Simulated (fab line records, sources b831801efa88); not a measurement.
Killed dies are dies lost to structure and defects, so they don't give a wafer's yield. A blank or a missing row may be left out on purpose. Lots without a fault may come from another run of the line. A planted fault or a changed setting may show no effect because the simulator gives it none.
Problem report in the 8D (eight disciplines) form, filled by code | flow sky130 | the parts of the form that need people (team, actions taken, sign-off) are left out

1. THE PROBLEM
heater_power_total_W at SKY_GATE_OXIDE_SOFTBAKE_06 reads a mean of 61.96 W on 6 wafers of 3 lots; wafers without a fault read 56.60 W with a standard deviation of 0.044. That is +99 or more standard deviations from the usual mean.
The step: time 60 s.
First seen on wafer L324.5, day 16 17:45, on litho_track-01. The record holds 40 wafers of 14 lots with a number at this step. Rule for "out", or "out of limits": more than 4 standard deviations from the usual mean. The other wafers with a number count as sound.

2. WHAT IT IS AND WHAT IT IS NOT
question                    | is                                             | is not
which readings at this step | heater_power_total_W, run_length_s             | -
which lots                  | L324, L325, L327                               | L315, L317, L318, L319, L321, L322, L331, L334, L335, L336, L337
which wafers of those lots  | L324.5, L324.6, L325.5, L325.6, L327.5, L327.6 | L324.1
read on which tools         | litho_track-01                                 | litho_track-02, litho_track-03
when                        | from day 16 17:45                              | up to then (19 sound wafers); but 15 sound wafers of L331, L334, L335, L336, L337 came after

3. SUSPECTS, AND WHAT RULES EACH OUT
Counting: a tool at a process step up to the reading stays a suspect if it ran every lot that is out. Sound lots after the first of them don't rule it out here, since some wafers of a struck lot are sound.
- litho_track-01 at SKY_GATE_OXIDE_SOFTBAKE_06 (time 60 s): kept. It ran every lot that is out, first L324 (day 16 17:45); its last sound lot up to then is L321 (day 15 21:51). Its own readings are out on those wafers: heater_power_total_W, run_length_s.
Left after counting: litho_track-01 at SKY_GATE_OXIDE_SOFTBAKE_06.

4. THE CAUSE (what the simulator had put in)
Process parameter drift: litho_track-01, from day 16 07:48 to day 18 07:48, at SKY_GATE_OXIDE_SOFTBAKE_06. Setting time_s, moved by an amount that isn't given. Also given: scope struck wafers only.
Counting left only this tool.

5. THE CHAIN OF EFFECTS, in route order
Each row: a reading whose mean over the struck wafers that have a number lies more than 3 standard deviations from the usual. Only readings for which the record gives a usual standard deviation are gone through. hours: the time from each lot's start at the first step in this table that gives one to its start at this step, as a median over the lots. sigmas: the change in usual standard deviations.
hours | step                       | reading              | usual   | on struck wafers | change | sigmas
0     | SKY_GATE_OXIDE_SOFTBAKE_06 | heater_power_total_W | 56.60 W | 61.96            | +5.36  | +99 or more
0     | SKY_GATE_OXIDE_SOFTBAKE_06 | run_length_s         | 88.96 s | 74.60            | -14.36 | -76
The process steps in it:
- SKY_GATE_OXIDE_SOFTBAKE_06: time 60 s.
Later measuring or inspecting steps at which every struck wafer that the step has a row for has a number for every such reading, and none has moved that far: SKY_GATE_OXIDE_OVL_MEAS_10, SKY_RES_PROTECT_TW_MEAS_08.

6. WHAT WOULD HAVE CAUGHT IT SOONER
In this record the first reading out of limits was taken at day 16 17:45, 10 hours after the fault began at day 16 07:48.
